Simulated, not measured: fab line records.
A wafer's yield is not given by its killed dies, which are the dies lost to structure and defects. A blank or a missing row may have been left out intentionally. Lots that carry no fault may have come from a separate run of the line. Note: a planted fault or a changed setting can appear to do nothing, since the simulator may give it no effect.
A struck lot beside a sound one ; flow sky130 ; 21 out of 708 route steps
Sound: wafers L868.2, L868.3, L868.5. Struck: wafers L879.2, L879.3, L879.6. At the end, the cause is stated.
Per side, at each step with rows, come the tool, then ch with its chambers, and then its first start. Under that, the readings that differ: sound wafers ; struck wafers ; difference of the means ; sigmas: that difference in standard deviations of wafers without a fault.
alike: words and numbers the same on both sides, and readings whose means are apart by under 2 such deviations; not compared: readings that were withheld, readings missing a value for some wafer, numbers with overlapping values and no deviation given by the record, and bounds like >300 which may hide the same value.
A row with sigmas, a row that says differs or no value, or rows on one side alone: a step with any of these is where the two part. When numbers do not overlap yet have no deviation, they are printed without sigmas and do not part them. Lack of a reading on every wafer of one side parts them only where that side has two or more wafers.

first, 3 steps without rows for these wafers: SKY_POLY_CUT_EXPOSE_05 (exposes mask NPCM, target cd 270 nm); SKY_POLY_CUT_PEB_06; SKY_POLY_CUT_DEVELOP_07 (develop time 60 s).
SKY_POLY_CUT_CD_MEAS_08 targets a cd of 270 nm.
  sound on cdSem-02 at day 26 02:56; struck on cdSem-02 at day 29 15:12
  alike: cdNm
SKY_POLY_CUT_OVL_MEAS_09:
  sound on overlay-02 at day 26 03:02; struck on overlay-01 at day 29 15:19
  alike: POLY_CUT_OVL
SKY_POLY_CUT_ETCH_10: etches BARC in N2/H2, stops on SiO2, time 45.9 s, target depth 60 nm.
  sound on rieDiel-02 ch 0,2,3, day 26 03:04; struck on rieDiel-04 ch 0,1,3, day 29 15:20
  alike: drypumpMotorCurrentA, oesProductAu, throttleValvePct
  not compared: rfHoursCounterH
SKY_POLY_CUT_ETCH_11: etches Si3N4 in CF4/CH2F2/Ar, stops on poly-Si, time 42.5 s, target depth 60 nm.
  sound on rieDiel-02 ch 0,2,3, day 26 03:07; struck on rieDiel-04 ch 0,1,3, day 29 15:23
reading;sound;struck;difference;sigmas
drypumpMotorCurrentA (A);6.2 6.2 6.0;5.7 4.8 4.9;-1.0;-2
  alike: oesProductAu, throttleValvePct
  not compared: rfHoursCounterH
SKY_POLY_CUT_STRIP_12: strips in O2/N2.
  sound on plasmaAsher-02 ch 0, day 26 03:09; struck on plasmaAsher-01 ch 0,1, day 29 15:25
  alike: drypumpMotorCurrentA, o2FlowSccm, oesProductAu, stripTimeToEndpointS
  not compared: rfHoursCounterH
then, 4 steps without rows for these wafers: SKY_SD_P_DEHYDRATE_00 (time 60 s); SKY_SD_P_HMDS_01 (prime time 60 s); SKY_SD_P_COAT_02 (resist thk 1140 nm); SKY_SD_P_SOFTBAKE_03 (time 60 s).
SKY_SD_P_EXPOSE_04: exposes mask PSDM, target cd 380 nm.
  sound on ilineStepper-02 ch 0, day 26 19:29; struck on ilineStepper-01 ch 0, day 30 06:10
reading;sound;struck;difference;sigmas
mask;PSDM#0 PSDM#0 PSDM#0;NSDM#0 NSDM#0 NSDM#0;differs;
then, 2 steps without rows for these wafers: SKY_SD_P_PEB_05; SKY_SD_P_DEVELOP_06 (develop time 60 s).
SKY_SD_P_CD_MEAS_07 targets a cd of 380 nm.
  sound on cdSem-01 at day 27 08:57; struck on cdSem-01 at day 30 20:21
reading;sound;struck;difference;sigmas
cdNm (nm);381.2 382.5 380.1;- - -;no value on the struck wafers;
SKY_SD_P_OVL_MEAS_08:
  sound on overlay-01 at day 27 09:04; struck on overlay-01 at day 30 20:28
reading;sound;struck;difference;sigmas
SD_P_OVL (nm);1.6 2.5 1.7;- - -;no value on the struck wafers;
after that, 1 step had no rows for these wafers: SKY_SD_P_IMPLANT_09.
SKY_SD_P_STRIP_10: strips in O2/N2.
  sound on plasmaAsher-02 ch 0,1, day 27 09:14; struck on plasmaAsher-02 ch 0,1, day 30 20:38
reading;sound;struck;difference;sigmas
stripTimeToEndpointS (s);17.51 17.56 17.59;17.45 17.40 17.44;-0.12;-3
  alike: drypumpMotorCurrentA, o2FlowSccm, oesProductAu
  not compared: rfHoursCounterH
SKY_SD_P_TW_MEAS_11:
  sound on filmMetro-01 at day 27 09:21; struck on filmMetro-04 at day 30 20:45
reading;sound;struck;difference;sigmas
SD_P_TW;2752 2757 2744;30 30 30;-2721;-72
then, 1 step without rows for these wafers: SKY_RES_XHIGH_DEHYDRATE_00 (time 60 s).

## WHERE THEY PART
First at SKY_POLY_CUT_ETCH_11; last, within this record, at SKY_SD_P_TW_MEAS_11.

WHY: the cause the simulator had injected
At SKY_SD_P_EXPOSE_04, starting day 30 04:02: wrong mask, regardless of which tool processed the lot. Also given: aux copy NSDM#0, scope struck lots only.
